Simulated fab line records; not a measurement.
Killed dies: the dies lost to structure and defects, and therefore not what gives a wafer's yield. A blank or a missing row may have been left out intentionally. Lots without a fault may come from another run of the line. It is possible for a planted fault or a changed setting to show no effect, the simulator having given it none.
Matching of chambers | flow sfq_line | rie_diel-02 running SFQ_TRILAYER_I6_VIA_ETCH_VIA_ETCH_172: 4 sister chambers
The step etches SiO2 in CHF3, stops on Nb, target depth 260 nm. 4 wafers are shown with their chamber, then 7 later ones without.

== WAFERS WITH THEIR CHAMBER ==
wafer  | chamber | drypump_motor_current_A (A)
L389.2 | 3       | 5.35
L390.5 | 0       | 5.51
L398.2 | 2       | 4.95
L398.4 | 1       | 5.69

== WAFERS WITH NO CHAMBER GIVEN ==
wafer  | drypump_motor_current_A (A)
L398.6 | 4.94
L400.4 | 5.69
L400.5 | 5.48
L400.6 | 4.96
L402.2 | 5.65
L402.4 | 4.94
L402.5 | 5.69

== WHICH CHAMBER EACH WENT THROUGH ==
wafer  | from the rows above | in truth
L398.6 | 2                   | 2
L400.4 | 1                   | 1
L400.5 | 0                   | 0
L400.6 | 2                   | 2
L402.2 | 1                   | 1
L402.4 | 2                   | 2
L402.5 | 1                   | 1
7 of 7 placed correctly. Left unplaced by these rows: 0. Number placed wrongly: 0.
How it was worked out, from the rows above alone: a wafer's distance from a chamber is the root of the sum, over the readings, of the square of ((its reading less the chamber's mean) divided by the reading's scatter). If the next closest chamber is less than 2 further off than the closest, the wafer can't be placed; otherwise it belongs to the closest. For every chamber, the mean is computed from those of its wafers that are shown. The scatter (one wafer shown for each chamber): square how far every hidden wafer sits from the nearest shown wafer, average those squares and take the square root.
